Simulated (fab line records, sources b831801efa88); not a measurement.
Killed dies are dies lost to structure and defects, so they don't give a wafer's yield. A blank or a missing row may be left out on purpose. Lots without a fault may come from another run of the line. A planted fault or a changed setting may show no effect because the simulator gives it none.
Tool commonality check | flow gf180mcu | 11 lots, 33 wafers sampled

WHY IT WAS OPENED
At GF_HV_LDD_THK_MEAS_57 the reading HV_LDD_CVD_56_THK is flagged on 2 of 11 lots. Wafers without a fault read 89.7 nm, standard deviation 0.9.
Rule: a lot is flagged when every wafer of it that has a number lies more than 4 standard deviations from that mean, or none has a number. The other lots count as sound.

lot  | measured     | on            | HV_LDD_CVD_56_THK (nm), wafer by wafer | flag
L313 | day 13 07:22 | film_metro-01 | 89.4 88.9 90.0                         |
L317 | day 14 20:10 | film_metro-04 | 91.1 90.5 90.9                         |
L320 | day 15 11:54 | film_metro-02 | 117.2 117.5 117.4                      | FLAGGED
L321 | day 15 23:41 | film_metro-04 | 115.4 115.0 115.4                      | FLAGGED
L326 | day 17 14:10 | film_metro-04 | 90.1 90.1 90.5                         |
L327 | day 18 00:29 | film_metro-04 | 89.2 89.3 89.7                         |
L329 | day 18 12:49 | film_metro-01 | 89.1 88.1 87.9                         |
L330 | day 18 23:22 | film_metro-04 | 89.6 89.7 88.7                         |
L332 | day 19 11:08 | film_metro-02 | 89.8 89.8 89.8                         |
L333 | day 19 19:44 | film_metro-01 | 89.6 90.2 90.6                         |
L334 | day 20 02:50 | film_metro-04 | 90.1 89.1 90.4                         |
The numbers of the flagged lots are 116.3 nm on average: +26.6 nm against the usual, or +30 standard deviations.

WHICH TOOL RAN EACH LOT
The record holds 2 process steps before the reading, out of a route of 602 steps. In each cell: the tool, then ch and the chambers that the sampled wafers went through, then the start.
lot  | flag    | GF_POLY_GATE_STRIP_14                | GF_HV_LDD_CVD_56
L313 |         | plasma_asher-04 ch 0,1, day 9 22:22  | lpcvd-02 ch 0, day 13 05:56
L317 |         | plasma_asher-02 ch 0,1, day 11 08:16 | lpcvd-01 ch 1, day 14 18:43
L320 | FLAGGED | plasma_asher-03 ch 0,1, day 11 20:41 | lpcvd-01 ch 0, day 15 10:27
L321 | FLAGGED | plasma_asher-02 ch 0,1, day 12 04:14 | lpcvd-01 ch 0, day 15 22:15
L326 |         | plasma_asher-04 ch 0,1, day 13 15:35 | lpcvd-02 ch 0, day 17 12:44
L327 |         | plasma_asher-04 ch 0,1, day 14 03:50 | lpcvd-02 ch 1, day 17 23:03
L329 |         | plasma_asher-04 ch 0,1, day 14 11:38 | lpcvd-02 ch 1, day 18 11:23
L330 |         | plasma_asher-02 ch 0, day 14 20:59   | lpcvd-02 ch 0, day 18 21:56
L332 |         | plasma_asher-02 ch 0,1, day 15 08:11 | lpcvd-02 ch 0, day 19 09:42
L333 |         | plasma_asher-02 ch 0,1, day 15 15:14 | lpcvd-01 ch 0, day 19 18:19
L334 |         | plasma_asher-04 ch 0,1, day 15 23:35 | lpcvd-01 ch 0, day 20 01:24
What these steps do:
- GF_POLY_GATE_STRIP_14: strips in O2/N2.
- GF_HV_LDD_CVD_56: deposits Si3N4 from DCS/NH3, target thk 90 nm, time 1543 s.
- GF_HV_LDD_THK_MEAS_57

FLAGGED OVER TOTAL, TOOL BY TOOL (the gauges that took the reading come last)
step                  | tool            | lots run | flagged | share of the flagged lots | sound lots run after its first flagged lot
GF_POLY_GATE_STRIP_14 | plasma_asher-02 | 5        | 1       | some                      | 3 (L330,L332,L333)
GF_POLY_GATE_STRIP_14 | plasma_asher-03 | 1        | 1       | some                      | 0
GF_POLY_GATE_STRIP_14 | plasma_asher-04 | 5        | 0       | none                      | -
GF_HV_LDD_CVD_56      | lpcvd-01        | 5        | 2       | all                       | 2 (L333,L334)
GF_HV_LDD_CVD_56      | lpcvd-02        | 6        | 0       | none                      | -
GF_HV_LDD_THK_MEAS_57 | film_metro-01   | 3        | 0       | none                      | -
GF_HV_LDD_THK_MEAS_57 | film_metro-02   | 2        | 1       | some                      | 1 (L332)
GF_HV_LDD_THK_MEAS_57 | film_metro-04   | 6        | 1       | some                      | 4 (L326,L327,L330,L334)

WHAT THE TABLE ALLOWS
1 row of the table ran every flagged lot: lpcvd-01 at GF_HV_LDD_CVD_56.
- lpcvd-01 at GF_HV_LDD_CVD_56: 2 of its 5 lots flagged. Sound lots ran on it after the first flagged one (L333, L334), which a lasting fault on the whole tool wouldn't allow. Its own readings lie more than 4 standard deviations out on every wafer of the flagged lots: spike_tc_bottom_C, spike_tc_centre_C, spike_tc_lower_C, spike_tc_top_C, spike_tc_upper_C.
No row of the table ran every flagged lot and no sound lot after the first.

WHAT THE SIMULATOR HAD PUT IN
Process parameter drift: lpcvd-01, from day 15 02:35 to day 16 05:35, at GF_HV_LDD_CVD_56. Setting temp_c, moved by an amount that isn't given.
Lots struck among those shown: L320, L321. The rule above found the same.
